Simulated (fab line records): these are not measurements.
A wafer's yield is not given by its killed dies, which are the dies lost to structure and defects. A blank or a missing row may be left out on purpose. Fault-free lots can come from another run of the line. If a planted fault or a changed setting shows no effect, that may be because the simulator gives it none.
A struck lot beside a sound one | flow sky130 | 14 out of 708 route steps
Sound: wafers L352.2, L352.5, L352.6. Struck: wafers L354.1, L354.2, L354.3. At the end, the cause is stated.
Per side, at each step with rows, come the tool, then ch with its chambers, and then its first start. Under that, the readings that differ: sound wafers | struck wafers | difference of the means | sigmas: that difference in standard deviations of wafers without a fault.
alike: readings whose means differ by less than 2 such deviations, and words and numbers that are the same on both sides. not compared: withheld readings, readings that some wafer has no value for, bounds like >300 that may hide the same value, and numbers for which the record gives no deviation and whose values overlap.
Wherever a step has rows on one side only, a row that says differs or no value, or a row with sigmas, the two part there. Non-overlapping numbers with no deviation appear without sigmas and do not part them. Lack of a reading on every wafer of one side parts them only where that side has two or more wafers.

first, 8 steps without rows for these wafers: SKY_VIA3_DEHYDRATE_04 (time 60 s); SKY_VIA3_HMDS_05 (prime time 60 s); SKY_VIA3_COAT_06 (resist thk 60 nm); SKY_VIA3_COAT_07 (resist thk 450 nm); SKY_VIA3_SOFTBAKE_08 (time 90 s); SKY_VIA3_EXPOSE_09 (exposes mask VIM3, target cd 200 nm); SKY_VIA3_PEB_10; SKY_VIA3_DEVELOP_11 (develop time 60 s).
SKY_VIA3_CD_MEAS_12 targets a cd of 200 nm.
  sound on cdSem-02 at day 41 12:00; struck on cdSem-01 at day 42 00:35
  alike: cdNm
SKY_VIA3_OVL_MEAS_13:
  sound on overlay-02 at day 41 12:06; struck on overlay-01 at day 42 00:42
  alike: VIA3_OVL
SKY_VIA3_ETCH_14: etches BARC in N2/H2, stops on SiO2, time 45.9 s, target depth 60 nm.
  sound on rieDiel-02 ch 0,3, day 41 12:08; struck on rieDiel-03 ch 1,2,3, day 42 00:44
  alike: drypumpMotorCurrentA, oesProductAu, throttleValvePct
  not compared: rfHoursCounterH
SKY_VIA3_ETCH_15: etches SiO2 in C4F8/O2/Ar, stops on TiN, target depth 507 nm, time 78 s.
  sound on rieDiel-02 ch 0,3, day 41 12:10; struck on rieDiel-03 ch 1,2,3, day 42 00:46
  alike: oesProductAu
  not compared: rfHoursCounterH
SKY_VIA3_STRIP_16: strips in O2/N2.
  sound on plasmaAsher-02 ch 0,1, day 41 12:14; struck on plasmaAsher-01 ch 0,1, day 42 00:50
  no value came back on the struck wafers for chamberPressureMTorr (mTorr), drypumpMotorCurrentA (A), oesProductAu (a.u.), stripTimeToEndpointS (s); on the sound wafers chamberPressureMTorr (mTorr) reads 1500.8 1496.8 1501.1
reading                                    | sound | struck            | difference | sigmas
model.KrF-thick_of_VIA3_COAT_07.thkNm (nm) | 0 0 0 | 288.5 288.7 292.9 | +290.0     | 
  not compared: rfHoursCounterH
then, 1 step without rows for these wafers: SKY_VIA3_STRIP_17 (strips in post etch residue remover, time 1200 s).

## WHERE THEY PART
Only at SKY_VIA3_STRIP_16, as far as this record shows.

WHY: the cause the simulator had injected
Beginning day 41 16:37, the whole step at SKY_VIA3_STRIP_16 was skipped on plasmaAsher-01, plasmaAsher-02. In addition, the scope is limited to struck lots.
